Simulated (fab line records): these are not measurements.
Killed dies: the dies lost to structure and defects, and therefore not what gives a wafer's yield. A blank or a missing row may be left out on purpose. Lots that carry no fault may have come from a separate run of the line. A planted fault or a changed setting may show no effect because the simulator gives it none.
fab line records | flow sky130 | part 2 of 2: steps 35 to 46 of 46
record: lots: 5 wafers: 15 last-day: 49
route steps=708 shown FIELD_ISO@18 NWELL@32 DNWELL@35 PWDE@45
lots that met no fault: taken from a fault-free run of the same line
start-h: hours from the record's opening day to when the first of the lot's shown wafers began | wait-h: hours elapsed since this lot's preceding step | " as in the row above | L1.1+2: one row covering several wafers at once | - either no value or no given start | * or withheld: withheld | < > ~ a bound
route shown NAME@n: a module of which the file shows steps, and the number in the route of the first | usual: mean/standard deviation of fault-free wafers | same: alike in all rows | chamber/n: place in a boat | sites: per-site readings | _std_site: standard deviation across them | _edge_site: the outer-site mean with the inner-site mean subtracted | radius-mm: for every site, how far away it sits from the centre of the wafer | mask NAME#n: copy n | behind: tool/chamber where the wafer was last shaped | hold: why the lot was held/for how many hours/how that ended | device: names the non-switching transistor (n, p or np) | end of line: tests of these same wafers at the route's end | a step with no rows: only its recipe | killed: at the first sort, the dies lost to defects and structure; wafer yield is something else | map: a wafer's dies, marking killed ones x, the rest . and places with no die _
set.NAME: the setting the step ran with; set.NAME@STEP: the setting that earlier step ran with | model.NAME: the simulator's own value behind a step, which no gauge read
a table for each step, a row for each wafer; lots at some steps of the route
services: when a tool's chamber went out of use (start-h, in hours from the record's first day, below 0 if earlier), for how many hours, and the reason
== steps ==
step: SKY_PWDE_OVL_MEAS_07
usual: PWDE_OVL: 0.2/1.5
columns lot.wafer tool chamber start-h wait-h PWDE_OVL[nm]
L075.1 overlay-01 - 74.46 - 0.1
L075.4 " - " " -0.1
L075.5 " - " " -0.6
L080.2 overlay-01 - 99.52 - 2.5
L080.4 " - " " 1.6
L080.5 " - " " 1.2
L084.2 overlay-02 - 124.89 - -0.8
L084.3 " - " " -0.8
L084.6 " - " " -0.4
L087.2 overlay-01 - 144.88 - 1.1
L087.3 " - " " 1.0
L087.6 " - " " 3.7
L090.3 overlay-01 - 161.94 - 1.2
L090.4 " - " " 0.2
L090.6 " - " " 2.4
step: SKY_PWDE_IMPLANT_08
recipe: species: B energy-kev: 148.6 dose-cm2: 3.6e+12 tilt-deg: withheld
usual: beam-energy-keV: 148.60/0.043 faraday-current-uA: 20.3/0.42
same: implant-ion-amu: 11
columns lot.wafer tool chamber start-h wait-h beam-energy-keV faraday-current-uA
L075.1 implanter-04 0 74.50 0.0 148.58 20.7
L075.4 " 0 " " 148.60 20.2
L075.5 " 0 " " 148.55 20.2
L080.2 implanter-04 0 100.14 0.6 148.65 20.5
L080.4 " 0 " " 148.62 20.9
L080.5 " 0 " " 148.68 20.2
L084.2 implanter-04 0 124.94 0.0 148.61 20.5
L084.3 " 0 " " 148.61 19.6
L084.6 " 0 " " 148.59 20.8
L087.2 implanter-03 0 144.94 0.0 148.61 20.3
L087.3 " 0 " " 148.58 20.1
L087.6 " 0 " " 148.57 20.5
L090.3 implanter-04 0 162.01 0.1 148.61 20.0
L090.4 " 0 " " 148.56 20.8
L090.6 " 0 " " 148.60 19.7
step: SKY_PWDE_STRIP_09
recipe: chemistry: O2/N2 power-w: 1400 pressure-mtorr: 1500 platen-temp-c: withheld o2-flow-sccm: 3000 n2-flow-sccm: 300 overash-fraction: 0.5
usual: chamber-pressure-mTorr: 1499.8/1.3 drypump-motor-current-A: 6.0/0.32 oes-product-au: 0.723/0.0048 strip-time-to-endpoint-s: 36.94/0.094
columns lot.wafer tool chamber start-h wait-h chamber-pressure-mTorr drypump-motor-current-A oes-product-au rf-hours-counter-h strip-time-to-endpoint-s
L075.1 plasma-asher-04 1 74.65 0.1 1499.8 6.0 0.721 36 36.93
L075.4 " 0 " " 1499.9 6.0 0.730 - 36.96
L075.5 " 1 " " 1500.9 6.1 0.724 - 36.89
L080.2 plasma-asher-02 0 100.27 0.1 1497.4 5.9 0.722 28 36.96
L080.4 " 0 " " 1501.5 5.9 0.724 - 37.18
L080.5 " 0 " " 1499.8 5.9 0.720 - 37.08
L084.2 plasma-asher-03 1 125.07 0.1 1499.2 6.5 0.721 1 36.92
L084.3 " 1 " " 1498.9 6.6 0.724 - 36.94
L084.6 " 0 " " 1499.7 5.9 0.711 - 36.93
L087.2 plasma-asher-03 1 145.06 0.1 1498.7 6.6 0.717 3 36.80
L087.3 " 0 " " 1500.1 5.8 0.722 - 36.74
L087.6 " 0 " " 1498.5 5.8 0.719 - 36.78
L090.3 plasma-asher-03 1 162.14 0.1 1496.1 6.5 0.724 - 36.89
L090.4 " 0 " " 1498.3 5.9 0.722 - 36.85
L090.6 " 1 " " 1498.7 6.5 0.726 - 36.83
step: SKY_PWDE_TW_MEAS_10
usual: PWDE_TW: 374.5/2.2
columns lot.wafer tool chamber start-h wait-h PWDE_TW
L075.1 film-metro-04 - 74.75 0.1 376.7
L075.4 " - " " 376.5
L075.5 " - " " 377.9
L080.2 film-metro-04 - 100.38 0.1 376.0
L080.4 " - " " 377.8
L080.5 " - " " 374.1
L084.2 film-metro-02 - 125.18 0.1 374.1
L084.3 " - " " 374.3
L084.6 " - " " 373.5
L087.2 film-metro-02 - 145.17 0.1 372.5
L087.3 " - " " 371.5
L087.6 " - " " 372.0
L090.3 film-metro-03 - 162.23 0.1 373.1
L090.4 " - " " 375.5
L090.6 " - " " 373.8
step: SKY_NWELL_DEHYDRATE_03
recipe: temp-c: 200 time-s: 60
columns lot.wafer tool chamber start-h wait-h
L075.1+4+5 litho-track-02 0 82.57 7.8
L080.2+4+5 litho-track-02 0 108.40 8.0
L084.2+3+6 litho-track-01 0 134.70 9.5
L087.2+3+6 litho-track-04 0 154.71 9.5
L090.3+4+6 litho-track-02 0 170.42 8.2
step: SKY_NWELL_HMDS_04
recipe: prime-time-s: 60 prime-temp-c: 120
columns lot.wafer tool chamber start-h wait-h
L075.1+4+5 litho-track-02 0 82.72 0.1
L080.2+4+5 litho-track-02 0 108.55 0.1
L084.2+3+6 litho-track-01 0 134.85 0.1
L087.2+3+6 litho-track-04 0 154.86 0.1
L090.3+4+6 litho-track-02 0 170.57 0.1
step: SKY_NWELL_COAT_05
recipe: spin-rpm: 2000 resist-thk-nm: 3000
columns lot.wafer tool chamber start-h wait-h
L075.1+4+5 litho-track-02 0 82.87 0.1
L080.2+4+5 litho-track-02 0 108.70 0.1
L084.2+3+6 litho-track-01 0 135.00 0.1
L087.2+3+6 litho-track-04 0 155.01 0.1
L090.3+4+6 litho-track-02 0 170.72 0.1
step: SKY_NWELL_SOFTBAKE_06
recipe: temp-c: 110 time-s: withheld
columns lot.wafer tool chamber start-h wait-h
L075.1+4+5 litho-track-02 0 83.02 0.1
L080.2+4+5 litho-track-02 0 108.86 0.1
L084.2+3+6 litho-track-01 0 135.16 0.1
L087.2+3+6 litho-track-04 0 155.16 0.1
L090.3+4+6 litho-track-02 0 170.89 0.1
step: SKY_NWELL_EXPOSE_07
recipe: mask-id: NWM na: 0.6 source-shape: conventional sigma-outer: 0.6 polarization: unpolarized target-cd-nm: 840 dose-mj: 255
same: sigma-outer: 0.6
columns lot.wafer tool chamber start-h wait-h mask
L075.1+4+5 iline-stepper-01 0 - - NWM#0
L080.2+4+5 iline-stepper-01 0 - - NWM#0
L084.2+3+6 iline-stepper-02 0 - - NWM#0
L087.2+3+6 iline-stepper-01 0 - - NWM#0
L090.3+4+6 iline-stepper-01 0 - - NWM#0
step: SKY_NWELL_PEB_08
recipe: temp-c: 115 time-s: withheld
columns lot.wafer tool chamber start-h wait-h
L075.1+4+5 litho-track-02 0 - -
L080.2+4+5 litho-track-04 0 - -
L084.2+3+6 litho-track-04 0 - -
L087.2+3+6 litho-track-01 0 - -
L090.3+4+6 litho-track-02 0 - -
step: SKY_NWELL_DEVELOP_09
recipe: wall-angle-deg: 90 developer: TMAH develop-time-s: 60 dev-temp-c: 23
columns lot.wafer tool chamber start-h wait-h
L075.1+4+5 litho-track-02 0 - -
L080.2+4+5 litho-track-04 0 - -
L084.2+3+6 litho-track-04 0 - -
L087.2+3+6 litho-track-01 0 - -
L090.3+4+6 litho-track-02 0 - -
step: SKY_NWELL_OVL_MEAS_10
usual: NWELL_00_OVL: 0.2/1.2
columns lot.wafer tool chamber start-h wait-h NWELL_00_OVL[nm]
L075.1 overlay-02 - 91.27 - 0.0
L075.4 " - " " 1.5
L075.5 " - " " 1.0
L080.2 overlay-02 - 118.39 - -0.1
L080.4 " - " " 0.4
L080.5 " - " " -0.6
L084.2 overlay-01 - 144.26 - -0.1
L084.3 " - " " -0.3
L084.6 " - " " 0.0
L087.2 overlay-02 - 163.88 - 1.5
L087.3 " - " " 1.3
L087.6 " - " " -0.9
L090.3 overlay-02 - 181.68 - -0.6
L090.4 " - " " 0.6
L090.6 " - " " -0.4
== services ==
columns tool chamber start-h hours kind
implanter-04 - 17.43 3.0 repair
implanter-04 - 27.08 1.6 repair
iline-stepper-01 - 30.05 3.0 repair
cmp-02 - 36.97 0.5 repair
iline-stepper-01 - 42.52 28.9 pm
cmp-02 - 64.00 4.0 pm
implanter-04 - 65.37 5.3 repair
hdpcvd-01 - 66.75 15.0 pm
iline-stepper-01 - 71.41 2.1 pm
iline-stepper-01 - 73.49 1.7 pm
implanter-04 - 84.50 4.9 repair
iline-stepper-02 - 95.70 2.1 pm
furnace-02 - 98.02 3.8 pm
implanter-04 - 100.76 2.8 pm
plasma-asher-03 - 108.75 9.0 pm
iline-stepper-02 - 109.00 0.8 pm
implanter-04 - 118.18 5.7 pm
furnace-01 - 132.12 3.9 pm
implanter-04 - 142.84 4.3 repair
furnace-02 - 143.83 10.6 pm
plasma-asher-03 - 154.01 2.8 pm
furnace-01 - 155.53 4.4 pm
iline-stepper-01 - 158.53 4.4 pm
implanter-04 - 175.47 3.6 repair
